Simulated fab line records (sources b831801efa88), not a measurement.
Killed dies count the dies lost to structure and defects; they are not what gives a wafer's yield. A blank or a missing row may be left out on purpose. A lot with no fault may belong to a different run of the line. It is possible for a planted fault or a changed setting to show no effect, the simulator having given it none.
Comparing a struck lot with a sound one | flow sky130 | 18 steps out of a route of 708
Sound: wafers L224.1, L224.2, L224.3. The struck wafers were L213.1, L213.2, L213.4. Last of all comes the cause.
Order at every step that has rows: each side's tool, ch and its chambers, its first start. Under that, the readings that differ: sound wafers | struck wafers | difference of the means | sigmas: that difference in standard deviations of wafers without a fault.
alike: readings with means less than 2 such deviations apart, plus words and numbers identical on both sides. not compared: withheld readings, readings lacking a value on some wafer, bounds such as >300 that could conceal the same value, and numbers that have no deviation in the record and whose values overlap.
Wherever a step has rows on one side only, a row that says differs or no value, or a row with sigmas, the two part there. Non-overlapping numbers with no deviation appear without sigmas and do not part them. Lack of a reading on every wafer of one side parts them only where that side has two or more wafers.

first, 5 steps without rows for these wafers: SKY_VIA4_COAT_06 (resist thk 1140 nm); SKY_VIA4_SOFTBAKE_07 (time 58.27 s); SKY_VIA4_EXPOSE_08 (exposes mask VIM4, target cd 800 nm); SKY_VIA4_PEB_09; SKY_VIA4_DEVELOP_10 (develop time 60 s).
SKY_VIA4_OVL_MEAS_11:
  sound on overlay-02 at day 46 16:04; struck on overlay-02 at day 43 17:28
  alike: VIA4_OVL
SKY_VIA4_ETCH_12: etches SiO2 in C4F8/O2/Ar, stops on TiN, target depth 580 nm.
  sound on rie-diel-04 ch 0,2,3, day 46 16:06; struck on rie-diel-02 ch 0,1,2, day 43 17:31
  alike: oes-product-au
SKY_VIA4_STRIP_13: strips in O2/N2.
  sound on plasma-asher-04 ch 0,1, day 46 16:11; struck on plasma-asher-04 ch 0,1, day 43 17:35
  alike: drypump-motor-current-A, oes-product-au, strip-time-to-endpoint-s
  not compared: rf-hours-counter-h
then, 3 steps without rows for these wafers: SKY_VIA4_STRIP_14 (strips in post etch residue remover, time 1200 s); SKY_VIA4_CLEAN_15 (cleans in IPA, time 180 s); SKY_VIA4_CLEAN_16 (cleans in O3/DIW).
SKY_VIA4_SPUTTER_17: material TiN, target thk 20 nm, time 80 s.
  sound on pvd-sputter-04 at day 46 16:55; struck on pvd-sputter-01 at day 43 18:19
  alike: throttle-valve-pct
SKY_VIA4_CVD_18: deposits W, target thk 505 nm, time 152.14 s.
  sound on cvd-w-01 ch 0,1, day 46 16:59; struck on cvd-w-01 ch 0,1, day 43 18:42
  alike: heater-power-w, susceptor-temp-C
  not compared: since-wet-clean-h
SKY_VIA4_RS_MEAS_19: measures by four-point-probe.
  sound on film-metro-01 at day 46 17:08; struck on film-metro-01 at day 43 18:51
  reading            | sound             | struck            | difference | sigmas
  VIA4_W_RS (ohm/sq) | 0.222 0.225 0.225 | 0.112 0.113 0.113 | -0.111     | -36
SKY_VIA4_THK_MEAS_20: measures by xrf.
  sound on film-metro-01 at day 46 17:16; struck on film-metro-01 at day 43 18:58
  reading         | sound       | struck | difference                    | sigmas
  VIA4_W_THK (nm) | 532 523 524 | - - -  | no value on the struck wafers |
SKY_VIA4_CMP_21: polishes, stops on SiO2, t overpolish 25 s, target thk 0 nm.
  sound on cmp-02 ch 0,1,2, day 46 17:33; struck on cmp-02 ch 1,2,3, day 43 19:28
  reading                | sound       | struck      | difference | sigmas
  time-to-endpoint-s (s) | 124 116 120 | 248 238 240 | +122       | +26
  alike: motor-current-A, overpolish-run-s
SKY_METAL5_SPUTTER_00: material Ti, target thk 15 nm, time 10 s.
  sound on pvd-sputter-03 at day 46 17:51; struck on pvd-sputter-03 at day 43 19:43
  alike: throttle-valve-pct
-- the record jumps here: 3 days lie between the struck wafers' starts before and after (it left off in module METAL5 and takes up again in module PAD_OPEN, whose first step shown is number 708 of the route) --
SKY_PAD_OPEN_PROBE_99:
  sound on prober-02 at day 49 07:23; struck on prober-01 at day 46 15:58
  alike: defect-limited-yield, killed_at_M0_to_M3, killed_at_M4_up, killed-at-contacts, killed-at-front-end, killed-at-other, killed-dies, killed-open, killed-short, sort_bin_3_pad_short, sort_bin_5_function, sort_bin_6_memory, sort-n-pass, sort-yield-pct

WHERE THEY PART
Last at SKY_VIA4_CMP_21 as far as this record goes, first at SKY_VIA4_RS_MEAS_19. Later steps at which nothing parts them and some readings are alike: SKY_METAL5_SPUTTER_00, SKY_PAD_OPEN_PROBE_99.

WHY: whatever the simulator had introduced
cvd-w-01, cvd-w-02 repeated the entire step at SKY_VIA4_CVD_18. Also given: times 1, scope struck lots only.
